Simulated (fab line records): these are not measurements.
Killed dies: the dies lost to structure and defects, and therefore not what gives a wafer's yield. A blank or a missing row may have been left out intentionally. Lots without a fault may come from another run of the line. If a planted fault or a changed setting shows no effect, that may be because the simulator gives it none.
fab line records | flow sky130
[record] lots = 12 wafers = 36 last_day = 50
route steps=708 shown DNWELL@44 CONTACT@423 VIA2@515 METAL5@664
lots that met no fault: from a run of the same line without faults
start_h: start of the lot's first displayed wafer, in hours after the record's first day | wait_h: time in hours since the lot's previous step | " same as the row above | L1.1+2: several wafers, shown together as one row | - value missing, or start not given | * or withheld: withheld | < > ~ a bound
route shown NAME@n: names a module that has steps shown in the file, with the first one's number in the route | usual: the fault-free wafers' mean and standard deviation | same: alike in all rows | chamber/n: place in a boat | sites: each site's reading | _std_site: the standard deviation of these | _edge_site: inner sites' mean taken away from outer sites' mean | radius_mm: for every site, how far away it sits from the centre of the wafer | mask NAME#n: copy n | behind: the last tool/chamber to shape the wafer | hold: why the lot went on hold/how many hours it stayed there/how the hold came to an end | device: names the non-switching transistor (n, p or np) | end of line: tests of these same wafers at the route's end | for a step that has no rows: nothing shown but its recipe | killed: dies that structure and defects cost at the first sort, which is not the same as the wafer's yield | map: a wafer's dies, marking killed ones x, the rest . and places with no die _
set.NAME: the setting that was run; set.NAME@STEP: the one run at that earlier step | model.NAME: the simulator's own value behind a step, which no gauge read
route steps across a sampled set of lots; one table per step, one row per wafer
services: a tool's chamber out of use, with start hour (start_h, from the record's first day; less than 0 if before it), hours out, and reason
[[steps]]
[step SKY_DNWELL_TW_MEAS_09]
[usual] DNWELL_TW = 1120/7.1
// columns lot.wafer tool chamber start_h wait_h DNWELL_TW
L281.2 film_metro-04 - 60.43 0.1 1123
L281.3 " - " " 1123
L281.5 " - " " 1124
L282.2 film_metro-04 - 66.87 0.1 1123
L282.3 " - " " 1127
L282.4 " - " " 1123
L284.2 film_metro-04 - 74.77 0.1 1126
L284.5 " - " " 1119
L284.6 " - " " 1122
L285.4 film_metro-04 - 81.84 0.1 1125
L285.5 " - " " 1121
L285.6 " - " " 1121
L286.1 film_metro-03 - 86.86 0.1 1108
L286.2 " - " " 1102
L286.3 " - " " 1112
L289.3 film_metro-04 - 100.08 0.1 1122
L289.5 " - " " 1114
L289.6 " - " " 1122
L291.2 film_metro-03 - 116.33 0.1 1118
L291.4 " - " " 1117
L291.5 " - " " 1122
L294.1 film_metro-03 - 127.49 0.1 1115
L294.4 " - " " 1119
L294.5 " - " " 1117
L296.2 film_metro-04 - 139.18 0.1 1114
L296.3 " - " " 1113
L296.5 " - " " 1121
L297.2 film_metro-03 - 141.92 0.1 1114
L297.3 " - " " 1114
L297.4 " - " " 1110
L300.1 film_metro-02 - 160.66 0.1 1129
L300.3 " - " " 1132
L300.5 " - " " 1128
L303.1 film_metro-03 - 175.61 0.1 1120
L303.3 " - " " 1118
L303.6 " - " " 1126
[step SKY_CONTACT_ETCH_17]
[recipe] target = SiO2 chemistry = C4F8/O2/Ar stop_on = Si3N4 mask_material = KrF-thick source_w = 1500 bias_w = 1200 pressure_mtorr = 40 c4f8_flow_sccm = withheld O2_flow_sccm = 6 Ar_flow_sccm = 300 time_s = withheld target_depth_a = 3400
[usual] oes_product_au = 0.891/0.0053
// columns lot.wafer tool chamber start_h wait_h oes_product_au
L281.2 rie_diel-04 3 745.71 0.0 0.883
L281.3 " 1 " " 0.884
L281.5 " 2 " " 0.896
L282.2 rie_diel-03 3 758.16 0.0 0.897
L282.3 " 0 " " 0.898
L282.4 " 0 " " 0.892
L284.2 rie_diel-04 3 768.92 0.0 0.896
L284.5 " 0 " " 0.886
L284.6 " 3 " " 0.885
L285.4 rie_diel-04 2 773.08 0.0 0.896
L285.5 " 2 " " 0.892
L285.6 " 1 " " 0.891
L286.1 rie_diel-02 0 782.52 0.0 0.890
L286.2 " 2 " " 0.894
L286.3 " 1 " " 0.901
L289.3 rie_diel-02 0 803.53 0.0 0.895
L289.5 " 1 " " 0.892
L289.6 " 0 " " 0.886
L291.2 rie_diel-04 3 830.12 0.0 0.888
L291.4 " 1 " " 0.885
L291.5 " 3 " " 0.894
L294.1 rie_diel-03 3 840.53 0.0 0.884
L294.4 " 2 " " 0.896
L294.5 " 2 " " 0.887
L296.2 rie_diel-03 3 858.72 0.0 0.888
L296.3 " 0 " " 0.881
L296.5 " 2 " " 0.881
L297.2 rie_diel-02 1 861.51 0.0 0.894
L297.3 " 0 " " 0.895
L297.4 " 2 " " 0.885
L300.1 rie_diel-04 3 878.42 0.0 0.891
L300.3 " 2 " " 0.891
L300.5 " 3 " " 0.903
L303.1 rie_diel-04 2 899.39 0.0 0.893
L303.3 " 3 " " 0.891
L303.6 " 2 " " 0.889
[step SKY_VIA2_SOFTBAKE_08]
[recipe] temp_c = 100 time_s = 90 resist = KrF-thick
[usual] heater_power_total_W = 57.36/0.12 resist_line_temp_C = 22.99/0.1 run_length_s = 119.15/0.18
// columns lot.wafer tool chamber start_h wait_h heater_power_total_W resist_line_temp_C run_length_s
L281.2 litho_track-02 0 843 - 57.25 22.96 119.29
L281.3 " 0 " " 57.54 22.85 119.50
L281.5 " 0 " " 57.39 23.00 119.29
L282.2 litho_track-03 0 853 - 57.26 22.95 119.16
L282.3 " 0 " " 57.35 23.04 119.18
L282.4 " 0 " " 57.38 22.86 119.49
L284.2 litho_track-02 0 867 - 57.49 22.94 119.38
L284.5 " 0 " " 57.27 22.80 119.22
L284.6 " 0 " " 57.36 22.84 119.29
L285.4 litho_track-02 0 868 - 57.21 23.00 119.22
L285.5 " 0 " " 57.30 22.89 119.22
L285.6 " 0 " " 57.36 23.05 119.17
L286.1 litho_track-02 0 877 - 57.52 23.10 119.19
L286.2 " 0 " " 57.36 23.09 119.42
L286.3 " 0 " " 57.26 23.02 119.18
L289.3 litho_track-02 0 900 - 57.35 23.12 119.18
L289.5 " 0 " " 57.22 23.06 119.50
L289.6 " 0 " " 57.27 23.24 119.26
L291.2 litho_track-03 0 925 - 57.48 22.93 119.15
L291.4 " 0 " " 57.59 22.97 119.19
L291.5 " 0 " " 57.47 22.82 119.19
L294.1 litho_track-03 0 934 - 57.63 23.08 119.10
L294.4 " 0 " " 57.33 22.98 119.06
L294.5 " 0 " " 57.45 23.06 119.28
L296.2 litho_track-04 0 951 - 58.34 23.01 115.30
L296.3 " 0 " " 58.06 22.90 115.35
L296.5 " 0 " " 58.32 22.99 115.26
L297.2 litho_track-04 0 954 - 58.24 23.14 115.49
L297.3 " 0 " " 58.30 23.08 115.34
L297.4 " 0 " " 58.08 23.14 115.45
L300.1 litho_track-03 0 971 - 57.37 23.18 119.24
L300.3 " 0 " " 57.47 23.08 119.24
L300.5 " 0 " " 57.30 23.12 119.15
L303.1 litho_track-03 0 990 - 57.30 22.90 119.12
L303.3 " 0 991 - 57.19 22.90 119.15
L303.6 " 0 " " 57.19 23.00 119.18
[step SKY_METAL5_SPUTTER_03]
[recipe] material = Ti target_thk_nm = 5 power_w = 3000 time_s = 3.3 chamber_pressure_pa = 0.4
[usual] throttle_valve_pct = 29.7/1.1
// columns lot.wafer tool chamber start_h wait_h throttle_valve_pct
L281.2 pvd_sputter-01 - 1010.32 0.0 29.8
L281.3 " - " " 30.8
L281.5 " - " " 29.3
L282.2 pvd_sputter-02 - 1023.80 0.0 29.4
L282.3 " - " " 30.5
L282.4 " - " " 28.1
L285.4 pvd_sputter-01 - 1033.52 0.0 30.9
L285.5 " - " " 29.9
L285.6 " - " " 30.7
L284.2 pvd_sputter-02 - 1033.79 0.0 30.6
L284.5 " - " " 29.3
L284.6 " - " " 30.1
L286.1 pvd_sputter-01 - 1044.36 0.0 30.0
L286.2 " - " " 30.9
L286.3 " - " " 29.2
L289.3 pvd_sputter-04 - 1062.57 0.0 28.5
L289.5 " - " " 28.1
L289.6 " - " " 28.8
L291.2 pvd_sputter-01 - 1083.97 0.0 31.1
L291.4 " - " " 29.3
L291.5 " - " " 30.6
L294.1 pvd_sputter-02 - 1092.66 0.0 28.0
L294.4 " - " " 30.4
L294.5 " - " " 28.3
L296.2 pvd_sputter-01 - 1105.87 0.0 29.0
L296.3 " - " " 31.1
L296.5 " - " " 30.9
L297.2 pvd_sputter-02 - 1109.69 0.0 28.5
L297.3 " - " " 30.1
L297.4 " - " " 30.6
L300.1 pvd_sputter-02 - 1121.16 0.0 30.8
L300.3 " - " " 30.3
L300.5 " - " " 30.8
L303.1 pvd_sputter-01 - 1139.62 0.0 30.0
L303.3 " - " " 29.2
L303.6 " - " " 30.4
[[services]]
// columns tool chamber start_h hours kind
pvd_sputter-02 - 742.55 5.8 repair
pvd_sputter-01 - 768.45 2.1 repair
rie_diel-02 1 769.39 6.9 repair
pvd_sputter-02 - 788.64 0.7 repair
rie_diel-03 1 794.27 3.6 repair
pvd_sputter-02 - 796.09 1.0 repair
rie_diel-02 - 810.19 2.8 pm
rie_diel-04 0 817.83 17.6 repair
rie_diel-03 3 850.34 2.0 repair
rie_diel-04 2 861.71 1.9 repair
rie_diel-04 0 887.55 16.5 repair
rie_diel-04 3 892.80 1.5 repair
rie_diel-03 - 894.21 28.1 pm
rie_diel-03 0 927.88 3.5 repair
rie_diel-04 2 968.67 16.7 repair
rie_diel-04 - 979.03 0.4 repair
rie_diel-02 3 988.49 2.6 repair
rie_diel-03 3 992.40 1.3 repair
rie_diel-04 2 1006.71 5.0 repair
rie_diel-02 1 1013.53 10.8 repair
rie_diel-04 1 1027.84 20.8 repair
pvd_sputter-01 - 1065.34 3.5 repair
pvd_sputter-02 - 1096.19 4.7 repair
pvd_sputter-02 - 1132.00 3.6 repair
[[key]]
[first_sign] step = SKY_VIA2_SOFTBAKE_08 reading = run_length_s direction = down sigmas = 20 usual = * struck = *
[effect] step = SKY_VIA2_SOFTBAKE_08 reading = heater_power_total_W direction = up sigmas = 7.5 usual = * struck = *
met_at SKY_VIA2_SOFTBAKE_08
struck_lots L296,L297
not_acting_at SKY_DNWELL_TW_MEAS_09,SKY_CONTACT_ETCH_17,SKY_METAL5_SPUTTER_03
[fault] kind = process_parameter_drift tool = litho_track-04 chamber = - onset_h = 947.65 steps = SKY_VIA2_SOFTBAKE_08 channel = time_s offset = * shape = step end_h = 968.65 acts_in = * stated = *
